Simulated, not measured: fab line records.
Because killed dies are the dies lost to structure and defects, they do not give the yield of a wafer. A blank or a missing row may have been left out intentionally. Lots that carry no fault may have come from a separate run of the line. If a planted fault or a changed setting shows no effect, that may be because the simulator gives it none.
fab line records	flow gf180mcu	part 1 of 2: steps 1 to 25 of 35
record lots=5	wafers=15	last_day=33
route steps=602 shown DUAL_GATE@146 POLY_GATE@157 HV_LDD@176
lots untouched by any fault: they come from a run of this same line in which no faults occurred
start_h: hours from the record's first day to the start of the lot's first wafer shown	wait_h: time in hours since the lot's previous step	" unchanged from the row above	L1.1+2: a single row standing in for several wafers	- no value present, or no start provided	* or withheld: withheld	< > ~ a bound
route shown NAME@n: names a module that has steps shown in the file, with the first one's number in the route	usual: average and standard deviation across the fault-free wafers	same: alike in all rows	chamber/n: place in a boat	sites: per-site readings	_std_site: standard deviation across them	_edge_site: inner sites' mean taken away from outer sites' mean	radius_mm: for every site, how far away it sits from the centre of the wafer	mask NAME#n: copy n	behind: the last tool/chamber to shape the wafer	hold: why the lot was held/for how many hours/how that ended	device: the transistor (n, p or np) that didn't switch	end of line: at the end of the route, the tests of the same wafers	a step with no rows: only its recipe	killed: at the first sort, the dies lost to defects and structure; wafer yield is something else	map: a wafer's dies, marking killed ones x, the rest . and places with no die _
set.NAME: the setting the step ran with; set.NAME@STEP: the setting that earlier step ran with	model.NAME: the simulator's own value behind a step, which no gauge read
lots seen at some steps along the route; tables by step, rows by wafer
services: the hour from which a tool's chamber was out of use, counted from the record's first day as start_h (under 0 if before that day), plus the number of hours and why
## steps
# step GF_DUAL_GATE_HMDS_05
# recipe prime_time_s=60	prime_temp_c=120
# usual exhaust_pa=44.9/0.82
lot.wafer	tool	chamber	start_h	wait_h	exhaust_pa
L077.3	litho_track-04	0	188.71	0.1	44.3
L077.5	"	0	"	"	45.2
L077.6	"	0	"	"	44.7
L079.1	litho_track-03	0	202.84	0.1	45.2
L079.3	"	0	"	"	44.6
L079.5	"	0	"	"	44.4
L086.2	litho_track-01	0	249.08	0.1	45.0
L086.5	"	0	"	"	44.6
L086.6	"	0	"	"	44.7
L093.1	litho_track-04	0	298.76	0.1	44.9
L093.5	"	0	"	"	44.7
L093.6	"	0	"	"	45.8
L094.3	litho_track-01	0	303.65	0.1	44.9
L094.4	"	0	"	"	46.0
L094.6	"	0	"	"	45.2
# step GF_DUAL_GATE_COAT_06
# recipe resist=NOVOLAK	spin_rpm=3000	resist_thk_nm=1000
# usual exhaust_pa=45.2/0.89
lot.wafer	tool	chamber	start_h	wait_h	exhaust_pa
L077.3	litho_track-04	0	188.86	0.1	44.6
L077.5	"	0	"	"	45.6
L077.6	"	0	"	"	45.2
L079.1	litho_track-03	0	202.99	0.1	45.7
L079.3	"	0	"	"	46.4
L079.5	"	0	"	"	45.5
L086.2	litho_track-01	0	249.23	0.1	45.1
L086.5	"	0	"	"	45.5
L086.6	"	0	"	"	45.0
L093.1	litho_track-04	0	298.91	0.1	44.4
L093.5	"	0	"	"	45.8
L093.6	"	0	"	"	45.3
L094.3	litho_track-01	0	303.80	0.1	46.4
L094.4	"	0	"	"	45.5
L094.6	"	0	"	"	45.1
# step GF_DUAL_GATE_SOFTBAKE_07
# recipe temp_c=90	time_s=60	resist=NOVOLAK
# usual exhaust_pa=44.7/0.99
lot.wafer	tool	chamber	start_h	wait_h	exhaust_pa
L077.3	litho_track-04	0	189.01	0.1	45.5
L077.5	"	0	"	"	45.1
L077.6	"	0	"	"	46.5
L079.1	litho_track-03	0	203.14	0.1	46.2
L079.3	"	0	"	"	44.0
L079.5	"	0	"	"	43.3
L086.2	litho_track-01	0	249.38	0.1	44.3
L086.5	"	0	"	"	47.0
L086.6	"	0	"	"	46.1
L093.1	litho_track-04	0	299.06	0.1	44.4
L093.5	"	0	"	"	44.9
L093.6	"	0	"	"	45.2
L094.3	litho_track-01	0	303.95	0.1	45.4
L094.4	"	0	"	"	45.7
L094.6	"	0	"	"	44.6
# step GF_DUAL_GATE_EXPOSE_08
# recipe mask_id=Dualgate	target_cd_nm=700	na=0.6	source_shape=conventional	sigma_outer=0.6	dose_mj=140
lot.wafer	tool	chamber	start_h	wait_h	mask
L077.3+5+6	iline_stepper-02	0	-	-	Dualgate#0
L079.1+3+5	iline_stepper-02	0	-	-	Dualgate#0
L086.2+5+6	iline_stepper-02	0	-	-	Dualgate#0
L093.1+5+6	iline_stepper-01	0	-	-	Dualgate#0
L094.3+4+6	iline_stepper-02	0	-	-	Dualgate#0
# step GF_DUAL_GATE_PEB_09
# recipe temp_c=withheld	time_s=*	resist=NOVOLAK
# usual exhaust_pa=45.1/0.93
lot.wafer	tool	chamber	start_h	wait_h	exhaust_pa
L077.3	litho_track-04	0	-	-	46.2
L077.5	"	0	"	"	45.4
L077.6	"	0	"	"	45.2
L079.1	litho_track-03	0	-	-	45.2
L079.3	"	0	"	"	43.9
L079.5	"	0	"	"	44.4
L086.2	litho_track-01	0	-	-	44.9
L086.5	"	0	"	"	46.4
L086.6	"	0	"	"	44.5
L093.1	litho_track-03	0	-	-	44.5
L093.5	"	0	"	"	43.9
L093.6	"	0	"	"	45.0
L094.3	litho_track-04	0	-	-	44.5
L094.4	"	0	"	"	46.7
L094.6	"	0	"	"	44.8
# step GF_DUAL_GATE_DEVELOP_10
# recipe develop_time_s=60	dev_temp_c=23
# usual exhaust_pa=45.2/0.91
lot.wafer	tool	chamber	start_h	wait_h	exhaust_pa
L077.3	litho_track-04	0	197.71	0.1	44.1
L077.5	"	0	"	"	45.3
L077.6	"	0	"	"	44.4
L079.1	litho_track-03	0	211.59	0.1	44.8
L079.3	"	0	"	"	44.7
L079.5	"	0	"	"	45.9
L086.2	litho_track-01	0	258.98	0.1	45.1
L086.5	"	0	"	"	46.1
L086.6	"	0	"	"	46.2
L093.1	litho_track-03	0	308.94	0.1	45.2
L093.5	"	0	"	"	46.1
L093.6	"	0	"	"	46.0
L094.3	litho_track-04	0	313.91	0.1	44.4
L094.4	"	0	"	"	45.4
L094.6	"	0	"	"	45.4
# step GF_DUAL_GATE_OVL_MEAS_11
# usual DUAL_GATE_OVL=-1.0/1.4
lot.wafer	tool	chamber	start_h	wait_h	DUAL_GATE_OVL[nm]
L077.3	overlay-02	-	197.82	0.1	-2.2
L077.5	"	-	"	"	0.0
L077.6	"	-	"	"	-1.4
L079.1	overlay-02	-	211.74	0.1	-4.2
L079.3	"	-	"	"	-3.0
L079.5	"	-	"	"	-0.7
L086.2	overlay-02	-	259.11	0.1	-0.9
L086.5	"	-	"	"	-0.5
L086.6	"	-	"	"	-0.2
L093.1	overlay-02	-	309.09	0.1	0.4
L093.5	"	-	"	"	-1.2
L093.6	"	-	"	"	0.8
L094.3	overlay-01	-	314.02	0.1	-1.2
L094.4	"	-	"	"	-1.9
L094.6	"	-	"	"	-1.4
# step GF_DUAL_GATE_WET_ETCH_12
# recipe chemistry=dHF	target_depth_nm=13	dry=n2_spin	target=SiO2	temp_c=25	dilution=100:1	time_s=260
lot.wafer	tool	chamber	start_h	wait_h
L077.3+5+6	wet_bench-03	0	197.84	0.0
L079.1+3+5	wet_bench-04	3	211.77	0.0
L086.2+5+6	wet_bench-01	2	259.14	0.0
L093.1+5+6	wet_bench-01	2	309.12	0.0
L094.3+4+6	wet_bench-01	2	314.04	0.0
# step GF_DUAL_GATE_STRIP_13
# recipe chemistry=O2/N2	power_w=1400	pressure_mtorr=1500	platen_temp_c=250	o2_flow_sccm=3000	n2_flow_sccm=300	overash_fraction=0.5
# usual chamber_pressure_mTorr=1500.0/1.5	drypump_motor_current_A=5.8/0.33	heater_power_w=342/30	oes_product_au=0.716/0.0044	strip_time_to_endpoint_s=12.62/0.033
lot.wafer	tool	chamber	start_h	wait_h	chamber_pressure_mTorr	drypump_motor_current_A	heater_power_w	oes_product_au	rf_hours_counter_h	strip_time_to_endpoint_s
L077.3	plasma_asher-03	1	197.96	0.0	1501.1	5.6	350	0.717	-	12.58
L077.5	"	1	"	"	1498.6	5.6	336	0.712	-	12.61
L077.6	"	0	"	"	1499.9	5.8	313	0.718	-	12.63
L079.1	plasma_asher-01	0	211.86	0.0	1501.3	6.5	383	0.717	56	12.61
L079.3	"	1	"	"	1499.8	5.8	313	0.716	-	12.66
L079.5	"	0	"	"	1499.4	6.5	370	0.715	-	12.64
L086.2	plasma_asher-03	0	259.22	0.0	1499.7	5.7	323	0.720	15	12.60
L086.5	"	0	"	"	1500.8	5.8	317	0.713	-	12.60
L086.6	"	1	"	"	1499.9	5.6	338	0.719	-	12.60
L093.1	plasma_asher-01	1	309.21	0.0	1496.5	5.8	310	0.714	66	12.62
L093.5	"	0	"	"	1501.1	6.5	381	0.724	-	12.60
L093.6	"	1	"	"	1503.8	5.8	302	0.719	-	12.61
L094.3	plasma_asher-01	1	314.16	0.0	1503.7	5.8	302	0.708	-	12.66
L094.4	"	0	"	"	1499.7	6.5	371	0.712	-	12.60
L094.6	"	1	"	"	1498.7	5.8	304	0.717	-	12.62
# step GF_DUAL_GATE_CLEAN_14
# recipe chemistry=SC1/SC2	mix=1:4:20	temp_c=70	time_s=150	dry=n2_spin
lot.wafer	tool	chamber	start_h	wait_h
L077.3+5+6	wet_bench-01	2	198.02	0.0
L079.1+3+5	wet_bench-03	1	211.96	0.1
L086.2+5+6	wet_bench-04	2	259.32	0.1
L093.1+5+6	wet_bench-04	2	309.35	0.1
L094.3+4+6	wet_bench-04	3	314.22	0.0
# step GF_DUAL_GATE_OXIDATION_15
# recipe temp_c=850	ambient=O2	stabilise_s=600	purge_s=300	target_thk_a=70.98	ox_time_s=1995
# usual ox_temp_c=850.1/0.36	zone_power_top_pct=32.4/1.1	zone_power_upper_pct=16.2/0.47
lot.wafer	tool	chamber	start_h	wait_h	ox_temp_c	zone_power_top_pct	zone_power_upper_pct
L077.3	furnace-01	0	198.07	0.0	850.2	30.6	16.9
L077.5	"	0	"	"	850.0	31.1	16.9
L077.6	"	0	"	"	850.3	31.1	16.6
L079.1	furnace-02	0	212.64	0.6	849.4	32.8	16.1
L079.3	"	0	"	"	849.6	33.3	15.9
L079.5	"	0	"	"	849.6	33.5	15.7
L086.2	furnace-01	0	259.37	0.0	850.0	31.7	16.7
L086.5	"	0	"	"	849.9	31.3	16.6
L086.6	"	0	"	"	850.1	31.1	17.0
L093.1	furnace-02	0	309.85	0.4	849.6	33.1	15.8
L093.5	"	0	"	"	850.2	33.2	16.0
L093.6	"	0	"	"	850.0	33.7	16.0
L094.3	furnace-01	0	314.45	0.2	850.3	31.3	16.7
L094.4	"	0	"	"	849.9	31.2	16.8
L094.6	"	0	"	"	850.1	30.9	16.7
# step GF_POLY_GATE_CVD_00
# recipe material=poly-Si	target_thk_nm=200	temp_c=620	time_s=1200	pressure_mtorr=200
# usual zone_power_top_pct=18.0/1.7	zone_power_upper_pct=8.8/0.51
lot.wafer	tool	chamber	start_h	wait_h	zone_power_top_pct	zone_power_upper_pct
L077.3	lpcvd-01	0	199.63	0.0	18.7	8.0
L077.5	"	0	"	"	18.8	8.3
L077.6	"	0	"	"	18.9	8.3
L079.1	lpcvd-01	0	214.20	0.0	18.6	8.2
L079.3	"	0	"	"	18.4	8.3
L079.5	"	0	"	"	19.0	8.1
L086.2	lpcvd-01	0	260.93	0.0	18.5	8.3
L086.5	"	0	"	"	18.7	8.1
L086.6	"	0	"	"	18.8	8.3
L093.1	lpcvd-02	1	311.41	0.0	18.5	8.7
L093.5	"	1	"	"	18.5	8.8
L093.6	"	1	"	"	18.1	8.6
L094.3	lpcvd-01	1	316.00	0.0	15.4	9.4
L094.4	"	1	"	"	15.3	9.3
L094.6	"	1	"	"	15.2	9.4
# step GF_POLY_GATE_THK_MEAS_01
# recipe reads=poly-Si_of_POLY_GATE_CVD_00
# usual POLY_GATE_CVD_00_THK=199.7/1.8
lot.wafer	tool	chamber	start_h	wait_h	POLY_GATE_CVD_00_THK[nm]
L077.3	film_metro-04	-	201.65	0.0	200.3
L077.5	"	-	"	"	199.7
L077.6	"	-	"	"	202.1
L079.1	film_metro-01	-	215.53	0.0	198.8
L079.3	"	-	"	"	200.9
L079.5	"	-	"	"	199.8
L086.2	film_metro-03	-	262.27	0.0	200.2
L086.5	"	-	"	"	201.7
L086.6	"	-	"	"	200.9
L093.1	film_metro-01	-	312.74	0.0	198.0
L093.5	"	-	"	"	198.1
L093.6	"	-	"	"	198.7
L094.3	film_metro-04	-	317.36	0.0	201.9
L094.4	"	-	"	"	202.3
L094.6	"	-	"	"	201.2
# step GF_POLY_GATE_DEHYDRATE_02
# recipe temp_c=200	time_s=60
# usual exhaust_pa=44.7/0.92
lot.wafer	tool	chamber	start_h	wait_h	exhaust_pa
L077.3	litho_track-02	0	209.58	7.9	47.0
L077.5	"	0	"	"	44.9
L077.6	"	0	"	"	44.4
L079.1	litho_track-02	0	223.88	8.3	44.3
L079.3	"	0	"	"	44.0
L079.5	"	0	"	"	44.4
L086.2	litho_track-04	0	271.13	8.9	44.5
L086.5	"	0	"	"	44.5
L086.6	"	0	"	"	44.3
L093.1	litho_track-03	0	323.04	10.3	43.6
L093.5	"	0	"	"	43.3
L093.6	"	0	"	"	45.1
L094.3	litho_track-04	0	327.26	9.9	44.9
L094.4	"	0	"	"	45.2
L094.6	"	0	"	"	44.4
# step GF_POLY_GATE_HMDS_03
# recipe prime_time_s=60	prime_temp_c=120
# usual exhaust_pa=45.1/0.89
lot.wafer	tool	chamber	start_h	wait_h	exhaust_pa
L077.3	litho_track-02	0	209.73	0.1	45.9
L077.5	"	0	"	"	45.4
L077.6	"	0	"	"	46.6
L079.1	litho_track-02	0	224.03	0.1	45.2
L079.3	"	0	"	"	45.6
L079.5	"	0	"	"	45.5
L086.2	litho_track-04	0	271.28	0.1	46.1
L086.5	"	0	"	"	47.2
L086.6	"	0	"	"	46.0
L093.1	litho_track-03	0	323.19	0.1	45.3
L093.5	"	0	"	"	45.2
L093.6	"	0	"	"	44.9
L094.3	litho_track-04	0	327.41	0.1	44.7
L094.4	"	0	"	"	45.7
L094.6	"	0	"	"	44.4
# step GF_POLY_GATE_COAT_04
# recipe resist=BARC	temp_c=withheld	time_s=withheld	spin_rpm=withheld	resist_thk_nm=withheld
# usual exhaust_pa=44.9/0.83
lot.wafer	tool	chamber	start_h	wait_h	exhaust_pa
L077.3	litho_track-02	0	209.88	0.1	43.6
L077.5	"	0	"	"	44.9
L077.6	"	0	"	"	44.2
L079.1	litho_track-02	0	224.18	0.1	46.1
L079.3	"	0	"	"	44.8
L079.5	"	0	"	"	44.2
L086.2	litho_track-04	0	271.43	0.1	43.5
L086.5	"	0	"	"	43.5
L086.6	"	0	"	"	44.2
L093.1	litho_track-03	0	323.34	0.1	46.8
L093.5	"	0	"	"	44.0
L093.6	"	0	"	"	44.4
L094.3	litho_track-04	0	327.56	0.1	45.1
L094.4	"	0	"	"	44.3
L094.6	"	0	"	"	45.5
# step GF_POLY_GATE_COAT_05
# recipe resist=KrF	spin_rpm=withheld	resist_thk_nm=700
# usual exhaust_pa=45.1/0.88
lot.wafer	tool	chamber	start_h	wait_h	exhaust_pa
L077.3	litho_track-02	0	-	-	44.3
L077.5	"	0	"	"	44.4
L077.6	"	0	"	"	46.2
L079.1	litho_track-02	0	-	-	45.3
L079.3	"	0	"	"	45.6
L079.5	"	0	"	"	46.0
L086.2	litho_track-04	0	-	-	45.3
L086.5	"	0	"	"	45.6
L086.6	"	0	"	"	45.2
L093.1	litho_track-03	0	-	-	46.2
L093.5	"	0	"	"	45.5
L093.6	"	0	"	"	45.8
L094.3	litho_track-04	0	-	-	44.0
L094.4	"	0	"	"	45.7
L094.6	"	0	"	"	44.9
# step GF_POLY_GATE_SOFTBAKE_06
# recipe temp_c=130	time_s=60	resist=KrF
# usual exhaust_pa=45.1/0.83
lot.wafer	tool	chamber	start_h	wait_h	exhaust_pa
L077.3	litho_track-02	0	-	-	44.8
L077.5	"	0	"	"	45.4
L077.6	"	0	"	"	46.0
L079.1	litho_track-02	0	-	-	43.8
L079.3	"	0	"	"	45.3
L079.5	"	0	"	"	44.9
L086.2	litho_track-04	0	-	-	45.8
L086.5	"	0	"	"	45.8
L086.6	"	0	"	"	44.6
L093.1	litho_track-03	0	-	-	44.5
L093.5	"	0	"	"	45.1
L093.6	"	0	"	"	45.0
L094.3	litho_track-04	0	-	-	42.5
L094.4	"	0	"	"	45.1
L094.6	"	0	"	"	44.3
# step GF_POLY_GATE_EXPOSE_07
# recipe mask_id=Poly2	target_cd_nm=280	na=0.68	source_shape=conventional	sigma_outer=0.6	dose_mj=28
lot.wafer	tool	chamber	start_h	wait_h	mask
L077.3+5+6	krf_scanner-01	0	-	-	Poly2#0
L079.1+3+5	krf_scanner-01	0	-	-	Poly2#0
L086.2+5+6	krf_scanner-01	0	-	-	Poly2#0
L093.1+5+6	krf_scanner-02	0	-	-	Poly2#0
L094.3+4+6	krf_scanner-02	0	-	-	Poly2#0
# step GF_POLY_GATE_PEB_08
# recipe peb_temp_c=135	peb_time_s=90	resist=KrF
# usual exhaust_pa=44.9/1
lot.wafer	tool	chamber	start_h	wait_h	exhaust_pa
L077.3	litho_track-02	0	-	-	44.6
L077.5	"	0	"	"	43.8
L077.6	"	0	"	"	45.3
L079.1	litho_track-02	0	-	-	43.5
L079.3	"	0	"	"	43.2
L079.5	"	0	"	"	43.1
L086.2	litho_track-04	0	-	-	46.8
L086.5	"	0	"	"	46.5
L086.6	"	0	"	"	43.9
L093.1	litho_track-04	0	-	-	45.0
L093.5	"	0	"	"	45.4
L093.6	"	0	"	"	45.2
L094.3	litho_track-04	0	-	-	45.1
L094.4	"	0	"	"	45.5
L094.6	"	0	"	"	45.3
# step GF_POLY_GATE_DEVELOP_09
# recipe develop_time_s=60	resist=KrF	dev_temp_c=21
# usual exhaust_pa=45.1/0.85
lot.wafer	tool	chamber	start_h	wait_h	exhaust_pa
L077.3	litho_track-02	0	219.58	0.1	45.5
L077.5	"	0	"	"	45.5
L077.6	"	0	"	"	46.3
L079.1	litho_track-02	0	233.08	0.2	45.7
L079.3	"	0	"	"	45.4
L079.5	"	0	"	"	45.2
L086.2	litho_track-04	0	281.58	0.2	44.3
L086.5	"	0	"	"	43.9
L086.6	"	0	"	"	44.5
L093.1	litho_track-04	0	334.11	0.2	44.4
L093.5	"	0	"	"	46.6
L093.6	"	0	"	"	46.0
L094.3	litho_track-04	0	338.11	0.1	44.7
L094.4	"	0	"	"	43.9
L094.6	"	0	"	"	45.8
# step GF_POLY_GATE_CD_MEAS_10
# recipe target_cd_nm=280
# usual cd_nm=280.0/1.5
lot.wafer	tool	chamber	start_h	wait_h	cd_nm
L077.3	cd_sem-02	-	219.72	0.1	277.3
L077.5	"	-	"	"	278.0
L077.6	"	-	"	"	277.5
L079.1	cd_sem-02	-	233.23	0.1	283.8
L079.3	"	-	"	"	282.9
L079.5	"	-	"	"	283.1
L086.2	cd_sem-01	-	281.73	0.1	279.8
L086.5	"	-	"	"	280.9
L086.6	"	-	"	"	282.0
L093.1	cd_sem-01	-	334.26	0.1	280.1
L093.5	"	-	"	"	279.1
L093.6	"	-	"	"	279.7
L094.3	cd_sem-02	-	338.25	0.1	279.5
L094.4	"	-	"	"	279.4
L094.6	"	-	"	"	279.7
# step GF_POLY_GATE_OVL_MEAS_11
# usual POLY_GATE_OVL=5/4.6
lot.wafer	tool	chamber	start_h	wait_h	POLY_GATE_OVL[nm]
L077.3	overlay-01	-	219.81	0.1	1
L077.5	"	-	"	"	4
L077.6	"	-	"	"	-4
L079.1	overlay-02	-	233.35	0.1	5
L079.3	"	-	"	"	3
L079.5	"	-	"	"	3
L086.2	overlay-02	-	281.83	0.1	5
L086.5	"	-	"	"	7
L086.6	"	-	"	"	-5
L093.1	overlay-02	-	334.38	0.1	-2
L093.5	"	-	"	"	0
L093.6	"	-	"	"	-1
L094.3	overlay-01	-	338.34	0.1	3
L094.4	"	-	"	"	3
L094.6	"	-	"	"	10
# step GF_POLY_GATE_ETCH_12
# recipe chemistry=N2/H2	target_depth_a=withheld	overetch_a=withheld	time_s=withheld	target=BARC	ion_energy_ev=200	source_w=500	bias_w=100	pressure_mtorr=30	n2_flow_sccm=100	h2_flow_sccm=200
# usual chamber_pressure_mTorr=30.000/0.025	drypump_motor_current_A=5.4/0.3	oes_product_au=0.735/0.0044	throttle_valve_pct=13.214/0.0099
lot.wafer	tool	chamber	start_h	wait_h	chamber_pressure_mTorr	drypump_motor_current_A	oes_product_au	throttle_valve_pct
L077.3	rie_diel-01	2	219.84	0.0	30.014	6.1	0.734	13.219
L077.5	"	1	"	"	29.982	5.7	0.734	13.197
L077.6	"	0	"	"	30.009	5.0	0.739	13.224
L079.1	rie_diel-01	3	233.39	0.0	30.021	5.4	0.730	13.217
L079.3	"	0	"	"	29.997	5.0	0.736	13.216
L079.5	"	2	"	"	29.960	6.0	0.733	13.203
L086.2	rie_diel-02	2	281.86	0.0	30.001	5.3	0.738	13.205
L086.5	"	1	"	"	30.044	5.6	0.741	13.205
L086.6	"	2	"	"	30.011	5.3	0.732	13.204
L093.1	rie_diel-01	1	334.41	0.0	30.012	5.7	0.735	13.206
L093.5	"	3	"	"	30.001	5.4	0.734	13.208
L093.6	"	0	"	"	30.023	5.0	0.738	13.236
L094.3	rie_diel-02	3	338.36	0.0	30.000	5.1	0.727	13.207
L094.4	"	1	"	"	30.036	5.6	0.727	13.198
L094.6	"	3	"	"	29.939	5.1	0.727	13.207
# step GF_POLY_GATE_ETCH_13
# recipe target=poly-Si	target_depth_nm=198.5	stop_on=SiO2	over_etch_frac=0.403	chemistry=HBr/Cl2	icp_w=400	bias_w=100	pressure_mtorr=10	HBr_flow_sccm=150	Cl2_flow_sccm=50	time_s=69.6
# usual chamber_pressure_mTorr=9.999/0.0087	drypump_motor_current_A=5.7/0.3	oes_product_au=0.990/0.009	throttle_valve_pct=33.683/0.0077
lot.wafer	tool	chamber	start_h	wait_h	chamber_pressure_mTorr	drypump_motor_current_A	oes_product_au	rf_hours_counter_h	throttle_valve_pct
L077.3	rie_si-02	2	219.89	-	10.002	5.8	0.980	1	33.691
L077.5	"	0	"	"	9.997	5.5	0.996	-	33.683
L077.6	"	1	"	"	9.998	5.3	0.981	-	33.679
L079.1	rie_si-01	2	233.44	-	10.004	6.0	0.984	0	33.679
L079.3	"	1	"	"	9.998	5.5	1.007	2	33.671
L079.5	"	3	"	"	10.009	6.1	1.003	-	33.678
L086.2	rie_si-01	2	281.91	-	10.001	6.0	0.986	1	33.683
L086.5	"	2	"	"	10.005	6.0	0.995	-	33.698
L086.6	"	0	"	"	9.988	6.1	0.995	-	33.685
L093.1	rie_si-02	1	334.46	-	9.994	5.3	0.979	83	33.693
L093.5	"	2	"	"	9.990	5.8	0.979	-	33.666
L093.6	"	3	"	"	9.986	5.9	0.995	-	33.681
L094.3	rie_si-02	2	338.41	-	10.011	5.8	0.991	2	33.681
L094.4	"	0	"	"	9.999	5.5	0.999	15	33.685
L094.6	"	3	"	"	10.000	5.9	1.008	-	33.687
